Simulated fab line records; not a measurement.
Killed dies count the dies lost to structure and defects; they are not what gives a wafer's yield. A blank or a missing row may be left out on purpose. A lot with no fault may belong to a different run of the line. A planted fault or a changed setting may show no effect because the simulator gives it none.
Struck lot and sound lot, side by side    flow sky130    34 steps out of a route of 708
Sound: the wafers L371.2, L371.3, L371.5. Wafers L374.1, L374.3, L374.6 were the ones struck. Last of all comes the cause.
For every step that has rows: the tool of each side, followed by ch and its chambers, followed by its first start. Under that, the readings that differ: sound wafers    struck wafers    difference of the means    sigmas: that difference in standard deviations of wafers without a fault.
alike: readings with means less than 2 such deviations apart, plus words and numbers identical on both sides. not compared: withheld readings, readings lacking a value on some wafer, bounds such as >300 that could conceal the same value, and numbers that have no deviation in the record and whose values overlap.
A row with sigmas, a row that says differs or no value, or rows on one side alone: a step with any of these is where the two part. Numbers that don't overlap but have no deviation are shown without sigmas and don't part them. A reading missing from all wafers of one side parts the sides only when that side holds two or more wafers.

first, 9 steps without rows for these wafers: SKY_VIA1_CMP_02 (polishes SiO2); SKY_VIA1_DEHYDRATE_04 (time 60 s); SKY_VIA1_HMDS_05 (prime time 60 s); SKY_VIA1_COAT_06 (resist thk 60 nm); SKY_VIA1_COAT_07 (resist thk 450 nm); SKY_VIA1_SOFTBAKE_08 (time 90 s); SKY_VIA1_EXPOSE_09 (exposes mask VIM, target cd 150 nm); SKY_VIA1_PEB_10; SKY_VIA1_DEVELOP_11 (develop time 60 s).
SKY_VIA1_ETCH_14: etches BARC in N2/H2, stops on SiO2, time 45.9 s, target depth 60 nm.
  sound on rie diel-04 ch 0,2,3, day 38 14:32; struck on rie diel-04 ch 0,1, day 39 14:44
reading                 sound                 struck                difference  sigmas
throttle valve pct (%)  13.219 13.206 13.212  13.234 13.236 13.234  +0.022      +3
  alike: drypump motor current A, h2 flow sccm, oes product au
  not compared: rf hours counter h
then, 23 steps without rows for these wafers: SKY_VIA1_ETCH_15 (etches SiO2 in C4F8/O2/Ar, stops on TiN, target depth 351 nm, time 54 s); SKY_VIA1_STRIP_16 (strips in O2/N2); SKY_VIA1_STRIP_17 (strips in post etch residue remover, time 1200 s); SKY_VIA1_CLEAN_18 (cleans in IPA, time 180 s); SKY_VIA1_CLEAN_19 (cleans in O3/DIW); SKY_VIA1_SPUTTER_20 (material TiN, target thk 20 nm, time 80 s); SKY_VIA1_CVD_21 (deposits W, target thk 270 nm, time 80.902 s); SKY_VIA1_CMP_24 (polishes, stops on SiO2, t overpolish 15 s, target thk 0 nm); SKY_METAL2_SPUTTER_00 (material Ti, target thk 15 nm, time 10 s); SKY_METAL2_SPUTTER_01 (material TiN, target thk 20 nm, time 16.7 s); SKY_METAL2_SPUTTER_02 (material AlCu, target thk 250 nm, time 13.3 s); SKY_METAL2_SPUTTER_03 (material Ti, target thk 5 nm, time 3.3 s); SKY_METAL2_SPUTTER_04 (material TiN, target thk 70 nm, time 58.3 s); SKY_METAL2_DEHYDRATE_07 (time 60 s); SKY_METAL2_HMDS_08 (prime time 60 s); SKY_METAL2_COAT_09 (resist thk 60 nm); SKY_METAL2_COAT_10 (resist thk 450 nm); SKY_METAL2_SOFTBAKE_11 (time 90 s); SKY_METAL2_EXPOSE_12 (exposes mask MM2, target cd 140 nm); SKY_METAL2_PEB_13; SKY_METAL2_DEVELOP_14 (develop time 60 s); SKY_METAL2_DESCUM_17 (chemistry O2, time 8 s); SKY_METAL2_ETCH_18 (etches BARC in N2/H2, stops on SiO2, time 45.9 s, target depth 60 nm).
-- the record jumps here: 10 days lie between the struck wafers' starts before and after (it left off in module METAL2 and takes up again in module PAD_OPEN, whose first step shown is number 708 of the route) --
SKY_PAD_OPEN_PROBE_99:
  sound on prober-01 at day 49 06:58; struck on prober-02 at day 50 01:56
reading                                sound              struck                                                                      difference                    sigmas
hold                                   - - -              await dispo/2.4h/release await dispo/2.4h/release await dispo/2.4h/release  no value on the sound wafers  
defect limited yield (%)               81.3 80.3 84.3     71.3 74.8 74.8                                                              -8.3                          -4
killed_at_M0_to_M3                     32 56 43           102 89 88                                                                   +49                           +6
killed dies                            92 97 77           141 124 124                                                                 +41                           +4
sort_bin_3_pad_short (%)               1.2 1.2 0.6        3.5 2.6 2.4                                                                 +1.8                          +4
sort_bin_5_function (%)                10.6 11.8 9.8      17.7 15.2 16.1                                                              +5.6                          +4
sort n pass                            400 395 415        351 368 368                                                                 -41                           -4
sort yield pct (%)                     81.3 80.3 84.3     71.3 74.8 74.8                                                              -8.3                          -4
model.etest.tester.sort n pass         400 395 415        351 368 368                                                                 -41                           
model.etest.tester.sort yield pct (%)  81.3 80.28 84.35   71.34 74.8 74.8                                                             -8.33                         
model.etest.tester.sort_bin_5_pct (%)  10.57 11.79 9.756  17.68 15.24 16.06                                                           +5.62                         
model.etest.tester.sort_bin_3_pct (%)  1.22 1.22 0.6098   3.455 2.642 2.439                                                           +1.829                        
  alike: killed_at_M4_up, killed at contacts, killed at front end, killed at other, killed open, killed short, sort_bin_6_memory

== WHERE THEY PART ==
First at SKY_VIA1_ETCH_14; last, within this record, at SKY_PAD_OPEN_PROBE_99.

WHY: the cause the simulator had injected
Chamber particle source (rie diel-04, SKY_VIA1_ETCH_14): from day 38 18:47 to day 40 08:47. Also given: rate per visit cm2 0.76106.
